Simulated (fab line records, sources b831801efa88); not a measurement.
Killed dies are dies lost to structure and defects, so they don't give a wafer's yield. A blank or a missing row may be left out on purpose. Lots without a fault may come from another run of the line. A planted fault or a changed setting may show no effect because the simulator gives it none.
Chamber matching | flow sky130 | SKY_METAL3_ETCH_17 on rie_diel-02: 4 sister chambers
The step etches SiO2 in C4F8/O2/Ar, stops on TiN, time 3.9 s, target depth 15 nm. 20 wafers are shown with their chamber, then 10 later ones without.

WAFERS WITH THEIR CHAMBER
wafer  | chamber | oes_product_au (a.u.)
L074.1 | 0       | 0.755
L074.4 | 2       | 0.768
L074.6 | 3       | 0.770
L079.1 | 0       | 0.752
L079.3 | 3       | 0.743
L079.6 | 2       | 0.756
L080.1 | 2       | 0.751
L080.2 | 0       | 0.748
L080.3 | 3       | 0.764
L084.2 | 0       | 0.751
L084.3 | 3       | 0.762
L084.4 | 1       | 0.757
L087.2 | 2       | 0.748
L087.5 | 2       | 0.769
L087.6 | 1       | 0.759
L088.1 | 3       | 0.754
L088.3 | 0       | 0.750
L088.5 | 2       | 0.756
L090.1 | 1       | 0.749
L090.4 | 2       | 0.749

SIGNATURES (means of the wafers above)
reading        | chamber 0 | chamber 1 | chamber 2 | chamber 3 | scatter within a chamber
oes_product_au | 0.75120   | 0.75500   | 0.75671   | 0.75860   | 0.00777
Rule: a wafer's distance from a chamber is the root of the sum, over the readings, of the square of ((its reading less the chamber's mean) divided by the reading's scatter). The wafer belongs to the nearest chamber; if the next one is less than 2 further off, it can't be placed. The scatter: the root of (the sum of the squares of (reading less its chamber's mean) over the shown wafers, divided by (wafers less chambers)).

WAFERS WITHOUT THEIR CHAMBER
wafer  | oes_product_au (a.u.)
L090.6 | 0.757
L091.1 | 0.758
L091.2 | 0.757
L091.4 | 0.765
L097.2 | 0.755
L097.3 | 0.743
L097.6 | 0.758
L096.1 | 0.744
L096.2 | 0.736
L096.3 | 0.732

WHICH CHAMBER EACH WENT THROUGH
wafer  | from the rows above               | in truth
L090.6 | can't be placed: 2 or 3 or 1 or 0 | 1
L091.1 | can't be placed: 3 or 2 or 1 or 0 | 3
L091.2 | can't be placed: 2 or 3 or 1 or 0 | 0
L091.4 | can't be placed: 3 or 2 or 1 or 0 | 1
L097.2 | can't be placed: 1 or 2 or 3 or 0 | 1
L097.3 | can't be placed: 0 or 1 or 2 or 3 | 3
L097.6 | can't be placed: 3 or 2 or 1 or 0 | 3
L096.1 | can't be placed: 0 or 1 or 2 or 3 | 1
L096.2 | can't be placed: 0 or 1 or 2 or 3 | 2
L096.3 | can't be placed: 0 or 1 or 2 or 3 | 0
Placed correctly: 0 of 10. Can't be placed from these rows: 10 (the true chamber is among the candidates in 10). Placed wrongly: 0.
